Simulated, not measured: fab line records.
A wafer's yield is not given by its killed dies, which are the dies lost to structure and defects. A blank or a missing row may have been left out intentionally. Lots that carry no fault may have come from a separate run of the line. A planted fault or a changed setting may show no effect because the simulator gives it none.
Which tool did it? + flow sky130 + 12 lots, 36 wafers sampled, at 4 steps of a route of 708

== WHAT THE GAUGES SHOWED, per wafer ==
SKY_FIELD_ISO_BOW_MEAS_00. Usual: INCOMING_BOW 1 um, standard deviation 6.2.
| lot  | measured    | on            | INCOMING_BOW (um) | flag |
|------|-------------|---------------|-------------------|------|
| L689 | day 1 10:00 | film-metro-03 | 7 -2 -7           |      |
| L690 | day 1 15:01 | film-metro-02 | -6 -3 3           |      |
| L691 | day 1 20:01 | film-metro-03 | 5 5 -2            |      |
| L694 | day 2 11:04 | film-metro-02 | -4 10 -2          |      |
| L696 | day 2 21:00 | film-metro-02 | -4 0 5            |      |
| L697 | day 3 02:01 | film-metro-02 | -6 -4 -4          |      |
| L698 | day 3 07:00 | film-metro-02 | 6 3 5             |      |
| L702 | day 4 03:01 | film-metro-03 | 7 11 -4           |      |
| L703 | day 4 08:02 | film-metro-03 | -4 0 2            |      |
| L710 | day 5 19:00 | film-metro-03 | 5 9 4             |      |
| L711 | day 6 00:00 | film-metro-03 | -16 0 4           |      |
| L712 | day 6 05:02 | film-metro-02 | 6 -3 2            |      |

SKY_NWELL_THK_MEAS_02. Usual: NWELL_OXIDATION_THK 9.98 nm, standard deviation 0.22.
| lot  | measured    | on            | NWELL_OXIDATION_THK (nm) | flag |
|------|-------------|---------------|--------------------------|------|
| L689 | day 2 18:19 | film-metro-02 | 10.35 10.28 10.27        |      |
| L690 | day 2 20:50 | film-metro-02 | 9.89 9.88 9.86           |      |
| L691 | day 3 01:14 | film-metro-02 | 10.20 10.19 10.31        |      |
| L694 | day 3 15:10 | film-metro-02 | 10.19 10.33 10.13        |      |
| L696 | day 4 01:18 | film-metro-02 | 9.97 9.90 10.01          |      |
| L697 | day 4 07:25 | film-metro-01 | 10.14 10.02 10.05        |      |
| L698 | day 4 12:07 | film-metro-02 | 9.86 9.88 9.84           |      |
| L702 | day 5 08:12 | film-metro-02 | 9.96 10.06 9.98          |      |
| L703 | day 5 12:37 | film-metro-01 | 9.80 9.91 9.84           |      |
| L710 | day 7 03:31 | film-metro-01 | 9.82 9.82 9.80           |      |
| L711 | day 7 06:53 | film-metro-02 | 9.34 9.67 9.55           |      |
| L712 | day 7 12:03 | film-metro-02 | 10.04 9.92 9.98          |      |

SKY_VT_ADJUST_LVTN_OVL_MEAS_07. Usual: VT_ADJUST_LVTN_OVL 0.3 nm, standard deviation 1.4.
| lot  | measured     | on         | VT_ADJUST_LVTN_OVL (nm) | flag |
|------|--------------|------------|-------------------------|------|
| L689 | day 7 03:41  | overlay-02 | 0.5 -1.2 0.6            |      |
| L690 | day 7 05:29  | overlay-02 | 1.6 0.0 0.7             |      |
| L691 | day 7 09:38  | overlay-02 | -0.1 0.0 -2.1           |      |
| L694 | day 8 04:15  | overlay-01 | 181.3 180.7 180.1       | OFF  |
| L696 | day 8 19:38  | overlay-01 | 0.3 -0.7 -0.5           |      |
| L697 | day 9 01:38  | overlay-02 | 183.7 183.0 182.2       | OFF  |
| L698 | day 9 08:29  | overlay-02 | 180.8 180.0 179.9       | OFF  |
| L702 | day 10 10:59 | overlay-02 | -1.4 0.8 0.8            |      |
| L703 | day 10 16:06 | overlay-02 | 1.7 0.9 -0.4            |      |
| L710 | day 12 16:02 | overlay-01 | 1.5 1.1 1.8             |      |
| L711 | day 12 21:29 | overlay-02 | -0.8 0.2 0.6            |      |
| L712 | day 14 06:14 | overlay-02 | 3.0 2.0 0.6             |      |

== TOOL THAT RAN EACH LOT (tool first, then ch and the chambers of the sampled wafers, then the start) ==
| lot  | SKY_VT_ADJUST_LVTN_EXPOSE_04        |
|------|-------------------------------------|
| L689 | iline-stepper-01 ch 0, day 6 18:19  |
| L690 | iline-stepper-02 ch 0, day 6 20:14  |
| L691 | iline-stepper-01 ch 0, day 7 00:11  |
| L694 | iline-stepper-02 ch 0, day 7 18:35  |
| L696 | iline-stepper-01 ch 0, day 8 08:50  |
| L697 | iline-stepper-02 ch 0, day 8 15:43  |
| L698 | iline-stepper-02 ch 0, day 8 22:05  |
| L702 | iline-stepper-01 ch 0, day 9 23:50  |
| L703 | iline-stepper-01 ch 0, day 10 04:40 |
| L710 | iline-stepper-01 ch 0, day 12 03:40 |
| L711 | iline-stepper-01 ch 0, day 12 09:02 |
| L712 | iline-stepper-01 ch 0, day 13 17:31 |
- SKY_VT_ADJUST_LVTN_EXPOSE_04: exposes mask NWM COMPLEMENT LESS NATIVE, target cd 840 nm.

== WHAT THE TOOLS THEMSELVES READ (means of the sampled wafers that have a number; where no wafer has one, the mark that the record gives instead) ==
The record holds no such reading with a usual standard deviation.

== THE ANSWER, worked out from the rows above alone ==
Rule: lot off if the mean of its wafers having a number is beyond 3 standard deviations from the usual mean. A lot without any number at a reading at which 4 lots or more have one is off too. Where the step has rows for the other lots, those lots are counted as sound. First the gauges in route order, then the tools' own readings, where a lot's mean is used as printed above. At the first step where some lot is off, the reading lying furthest off is the one used; lots without a number count as furthest.
Off: L694, L697, L698, seen at SKY_VT_ADJUST_LVTN_OVL_MEAS_07 (VT_ADJUST_LVTN_OVL).
If a tool, at a process step before that reading, ran all the lots that are off and no sound lot after the first of them, it fits. Those tools and the gauges at SKY_VT_ADJUST_LVTN_OVL_MEAS_07 are tried in the same way. One fits: SKY_VT_ADJUST_LVTN_EXPOSE_04 on iline-stepper-02. Its last sound lot is L690 (day 6 20:14), its first lot that is off L694 (day 7 18:35): a fault that began between those two fits.

== WHAT THE SIMULATOR HAD PUT IN ==
Scanner matching overlay: iline-stepper-02, from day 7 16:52 on, at SKY_VT_ADJUST_LVTN_EXPOSE_04. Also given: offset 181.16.
Lots struck among those shown: L694, L697, L698. The rule given above showed the same thing.
